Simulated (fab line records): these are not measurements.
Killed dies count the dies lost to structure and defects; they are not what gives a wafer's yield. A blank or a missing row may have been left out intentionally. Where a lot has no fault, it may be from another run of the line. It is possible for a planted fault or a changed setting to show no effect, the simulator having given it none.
Which tool did it? ; flow sky130 ; 12 lots with 36 wafers sampled at 2 steps, on a route of 708 steps

== WHAT THE GAUGES READ, wafer by wafer ==
SKY_METAL4_CD_MEAS_13 targets a cd of 300 nm.
lot;measured;on;cd-nm (nm)
L657;day 41 21:53;cd-sem-02;297.2 299.9 299.6
L658;day 42 01:46;cd-sem-02;298.9 299.1 298.7
L660;day 42 21:50;cd-sem-02;297.0 297.0 296.2
L662;day 43 07:28;cd-sem-02;297.9 299.7 299.7
L664;day 44 03:17;cd-sem-02;300.0 301.7 300.3
L667;day 45 00:22;cd-sem-01;299.9 298.3 297.0
L668;day 45 03:52;cd-sem-02;300.1 299.5 300.4
L669;day 45 06:46;cd-sem-01;297.7 297.9 297.9
L670;day 45 16:13;cd-sem-02;298.8 297.2 299.7
L673;day 46 10:59;cd-sem-01;302.0 300.7 301.1
L676;day 47 04:03;cd-sem-02;300.1 300.7 299.3
L677;day 47 04:45;cd-sem-02;301.2 301.2 299.5

== TOOL THAT RAN EACH LOT (tool first, then ch and the chambers of the sampled wafers, then the start) ==
lot;SKY_VIA2_CMP_24
L657;cmp-01 ch 0,1,2, day 36 13:05
L658;cmp-01 ch 1,2,3, day 36 17:30
L660;cmp-02 ch 0,1,2, day 37 16:09
L662;cmp-01 ch 0,2,3, day 38 01:02
L664;cmp-02 ch 0,3, day 38 22:09
L667;cmp-02 ch 0,1,2, day 39 23:11
L668;cmp-02 ch 0,3, day 40 03:13
L669;cmp-01 ch 0,1,3, day 40 07:36
L670;cmp-02 ch 0,1,2, day 40 17:20
L673;cmp-01 ch 0,1,2, day 41 15:30
L676;cmp-02 ch 1,2, day 42 10:32
L677;cmp-02 ch 0,2,3, day 42 11:18
- SKY_VIA2_CMP_24: polishes, stops on SiO2, t overpolish 20 s, target thk 0 nm.

== WHAT THE TOOLS THEMSELVES READ (means of the sampled wafers that have a number; where no wafer has one, the mark that the record gives instead) ==
SKY_VIA2_CMP_24.
lot;tool;motor-current-A (A);overpolish-run-s (s);time-to-endpoint-s (s)
L657;cmp-01;11.1;19.998;101
L658;cmp-01;11.6;19.995;101
L660;cmp-02;10.4;20.006;99
L662;cmp-01;10.0;19.998;106
L664;cmp-02;11.4;19.997;100
L667;cmp-02;10.7;20.005;98
L668;cmp-02;11.7;20.011;99
L669;cmp-01;11.1;19.990;100
L670;cmp-02;10.6;20.006;102
L673;cmp-01;11.6;20.006;99
L676;cmp-02;10.2;19.997;100
L677;cmp-02;11.5;20.004;95

== THE ANSWER, worked out from the rows above alone ==
Rule: what is usual is taken from the lots themselves. Put in order of their means at a reading, lots are off if they are a third of the lots or fewer, leave a main group of 4 or more, and stand apart from it by a gap of 3 or more times the standard deviation of the main group's means; of several such gaps the widest counts. Not used: any main group whose means are identical at the precision the tables above print for the reading. A lot without any number at a reading at which 4 lots or more have one is off too. Where the step has rows for the other lots, those lots are counted as sound. After the gauges, taken in route order, come the tools' own readings; for these a lot's mean is taken, as printed above. The first step at which some lot is off is used, and at that step the reading that is off furthest; a lot without a number counts as furthest.
Across all readings shown, no lot is off: no conclusion can be drawn from this.

== WHAT WAS PUT IN BY THE SIMULATOR ==
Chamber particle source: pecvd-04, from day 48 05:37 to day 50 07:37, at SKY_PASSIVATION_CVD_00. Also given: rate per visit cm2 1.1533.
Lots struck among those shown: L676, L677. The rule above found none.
